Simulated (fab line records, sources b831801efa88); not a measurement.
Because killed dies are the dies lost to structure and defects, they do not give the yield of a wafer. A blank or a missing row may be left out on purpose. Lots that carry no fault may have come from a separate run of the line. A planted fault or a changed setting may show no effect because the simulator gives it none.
Which of the tools did it?    flow sky130    12 lots, 36 wafers sampled, at 7 steps of a route of 708

WHAT THE GAUGES READ, wafer by wafer
SKY_LOCAL_INTERCONNECT_OVL_MEAS_12. Usual: LOCAL_INTERCONNECT_OVL typically reads -4 nm, with standard deviation 5.1.
lot   measured      on          LOCAL_INTERCONNECT_OVL (nm)  flag
L509  day 30 11:09  overlay-01  -3 -4 -6                     
L510  day 30 19:01  overlay-01  -1 1 1                       
L512  day 31 16:06  overlay-01  2 -4 0                       
L516  day 32 12:03  overlay-01  -7 -12 -4                    
L515  day 32 14:52  overlay-01  -7 -10 -7                    
L517  day 32 23:43  overlay-02  -18 -12 -11                  
L522  day 34 14:01  overlay-02  2 -3 -5                      
L523  day 35 00:15  overlay-01  -5 -1 -6                     
L529  day 36 19:52  overlay-02  -4 -5 -3                     
L530  day 37 04:33  overlay-02  -2 0 1                       
L531  day 37 07:04  overlay-01  -13 -13 -5                   
L532  day 37 10:45  overlay-02  -15 -17 -6                   

SKY_CONTACT_THK_MEAS_03. Usual: CONTACT_HDPCVD_THK typically reads 567 nm, with standard deviation 6.2.
lot   measured      on             CONTACT_HDPCVD_THK (nm)  flag
L509  day 30 12:06  film_metro-02  557 554 561              
L510  day 30 19:56  film_metro-02  557 558 558              
L512  day 31 17:02  film_metro-04  570 576 569              
L516  day 32 12:59  film_metro-04  562 570 575              
L515  day 32 15:49  film_metro-04  569 573 575              
L517  day 33 00:37  film_metro-03  567 571 570              
L522  day 34 14:58  film_metro-03  559 571 559              
L523  day 35 01:10  film_metro-02  578 575 577              
L529  day 36 20:46  film_metro-02  570 576 571              
L530  day 37 05:30  film_metro-04  556 554 570              
L531  day 37 07:58  film_metro-03  574 568 573              
L532  day 37 11:40  film_metro-03  570 567 572              

SKY_CONTACT_RS_MEAS_25: measures by four-point-probe. Usual: CONTACT_W_RS typically reads 0.339 ohm/sq, with standard deviation 0.0039.
lot   measured      on             CONTACT_W_RS (ohm/sq)  flag
L509  day 31 16:31  film_metro-03  0.336 0.337 0.338      
L510  day 32 00:31  film_metro-02  0.344 0.345 0.343      
L512  day 32 21:54  film_metro-04  0.340 0.338 0.340      
L516  day 33 16:56  film_metro-03  0.344 0.338 0.341      
L515  day 33 19:42  film_metro-02  0.337 0.337 0.347      
L517  day 34 05:01  film_metro-04  0.345 0.349 0.345      
L522  day 35 18:08  film_metro-02  0.204 0.204 0.204      OFF
L523  day 36 05:07  film_metro-02  0.203 0.202 0.202      OFF
L529  day 38 00:41  film_metro-02  0.344 0.348 0.342      
L530  day 38 08:52  film_metro-02  0.340 0.344 0.342      
L531  day 38 11:29  film_metro-03  0.338 0.336 0.340      
L532  day 38 14:48  film_metro-03  0.338 0.338 0.337      

SKY_CONTACT_THK_MEAS_26: measures by xrf. Usual: CONTACT_W_THK typically reads 343 nm, with standard deviation 4.8.
lot   measured      on             CONTACT_W_THK (nm)  flag
L509  day 31 16:37  film_metro-03  347 345 347         
L510  day 32 00:37  film_metro-02  338 339 339         
L512  day 32 22:01  film_metro-04  339 339 340         
L516  day 33 17:03  film_metro-03  341 346 344         
L515  day 33 19:49  film_metro-02  351 350 336         
L517  day 34 05:08  film_metro-04  335 331 334         
L522  day 35 18:16  film_metro-02  - - -               OFF
L523  day 36 05:14  film_metro-02  - - -               OFF
L529  day 38 00:49  film_metro-02  337 333 339         
L530  day 38 08:59  film_metro-02  342 338 340         
L531  day 38 11:36  film_metro-03  344 343 339         
L532  day 38 14:55  film_metro-03  342 343 342         

SKY_METAL1_THK_MEAS_06: measures by xrf. Usual: METAL1_ALCU_THK typically reads 249.8 nm, with standard deviation 2.7.
lot   measured      on             METAL1_ALCU_THK (nm)  flag
L509  day 31 17:14  film_metro-01  248.3 249.5 247.2     
L510  day 32 03:17  film_metro-04  247.2 247.4 246.4     
L512  day 32 22:38  film_metro-01  248.1 248.0 247.7     
L516  day 33 17:40  film_metro-04  249.7 250.2 251.0     
L515  day 33 20:26  film_metro-04  245.7 248.9 250.1     
L517  day 34 05:58  film_metro-04  246.3 245.5 248.3     
L522  day 35 18:53  film_metro-04  251.3 248.4 242.4     
L523  day 36 05:51  film_metro-03  252.6 254.7 256.0     
L529  day 38 01:26  film_metro-04  249.7 249.7 248.9     
L530  day 38 09:37  film_metro-03  249.4 248.2 249.8     
L531  day 38 12:13  film_metro-04  256.4 254.7 256.3     
L532  day 38 15:32  film_metro-01  245.6 250.0 250.7     

WHAT TOOL EACH LOT RAN ON (gives the tool, then ch and the chambers of the sampled wafers, and finally the start)
lot   SKY_CONTACT_CVD_24             SKY_CONTACT_CMP_27
L509  cvd_w-01 ch 0,1, day 31 16:23  cmp-01 ch 1,3, day 31 16:43
L510  cvd_w-02 ch 0,1, day 32 00:24  cmp-01 ch 2,3, day 32 02:45
L512  cvd_w-02 ch 0,1, day 32 21:46  cmp-02 ch 0,2,3, day 32 22:07
L516  cvd_w-02 ch 0,1, day 33 16:49  cmp-02 ch 1,3, day 33 17:09
L515  cvd_w-02 ch 0,1, day 33 19:34  cmp-01 ch 0,1,3, day 33 19:52
L517  cvd_w-02 ch 0,1, day 34 04:53  cmp-01 ch 0,1, day 34 05:27
L522  cvd_w-01 ch 0,1, day 35 18:02  cmp-01 ch 1,3, day 35 18:19
L523  cvd_w-01 ch 1, day 36 04:55    cmp-02 ch 1,3, day 36 05:17
L529  cvd_w-02 ch 1, day 38 00:28    cmp-02 ch 0,2,3, day 38 00:52
L530  cvd_w-02 ch 0,1, day 38 08:46  cmp-02 ch 0,1,2, day 38 09:09
L531  cvd_w-01 ch 0,1, day 38 11:22  cmp-02 ch 0,2,3, day 38 11:40
L532  cvd_w-01 ch 0,1, day 38 14:40  cmp-01 ch 0,2, day 38 14:58
- SKY_CONTACT_CVD_24: deposits W, target thk 340 nm, time 102.12 s.
- SKY_CONTACT_CMP_27: polishes, stops on SiO2, t overpolish 15 s, target thk 0 nm.

AS READ BY THE TOOLS THEMSELVES (means over the sampled wafers that have a number; for cases with no such wafer, the mark the record gives instead)
SKY_CONTACT_CVD_24. Usual: heater_power_w 804 W, standard deviation 36.
lot   tool      heater_power_w (W)  flag
L509  cvd_w-01  767                 
L510  cvd_w-02  803                 
L512  cvd_w-02  806                 
L516  cvd_w-02  812                 
L515  cvd_w-02  823                 
L517  cvd_w-02  820                 
L522  cvd_w-01  798                 
L523  cvd_w-01  839                 
L529  cvd_w-02  840                 
L530  cvd_w-02  807                 
L531  cvd_w-01  807                 
L532  cvd_w-01  801                 

SKY_CONTACT_CMP_27. Usual: motor_current_A 10.7 A, standard deviation 0.73; time_to_endpoint_s 83 s, standard deviation 3.1.
lot   tool    motor_current_A (A)  time_to_endpoint_s (s)  flag
L509  cmp-01  10.7                 78                      
L510  cmp-01  11.0                 81                      
L512  cmp-02  10.3                 80                      
L516  cmp-02  10.6                 79                      
L515  cmp-01  10.0                 82                      
L517  cmp-01  9.9                  80                      
L522  cmp-01  10.8                 138                     OFF
L523  cmp-02  11.0                 138                     OFF
L529  cmp-02  10.3                 85                      
L530  cmp-02  11.0                 86                      
L531  cmp-02  10.4                 88                      
L532  cmp-01  11.1                 81                      

THE ANSWER, worked out from the rows above alone
Rule: a lot counts as off when the mean over its wafers that have a number is more than 3 standard deviations away from the usual mean. Also off: a lot with no number at a reading for which 4 or more lots have one. Where the step has rows for the other lots, those lots are counted as sound. Order of review: gauges by route order, followed by the tools' own readings, for which a lot's mean as printed above is used. At the first step where some lot is off, the reading lying furthest off is the one used; lots without a number count as furthest.
Off: at SKY_CONTACT_RS_MEAS_25 (CONTACT_W_RS), L522, L523.
A tool fits if, at a process step before that reading, it ran every lot that is off, and no sound lot after the first of them. The gauges at SKY_CONTACT_RS_MEAS_25 aren't tried: what is off there is off at SKY_CONTACT_CMP_27 too, on other tools, and a gauge's error can't cause that. None of those tried fits.

WHAT WAS PUT IN BY THE SIMULATOR
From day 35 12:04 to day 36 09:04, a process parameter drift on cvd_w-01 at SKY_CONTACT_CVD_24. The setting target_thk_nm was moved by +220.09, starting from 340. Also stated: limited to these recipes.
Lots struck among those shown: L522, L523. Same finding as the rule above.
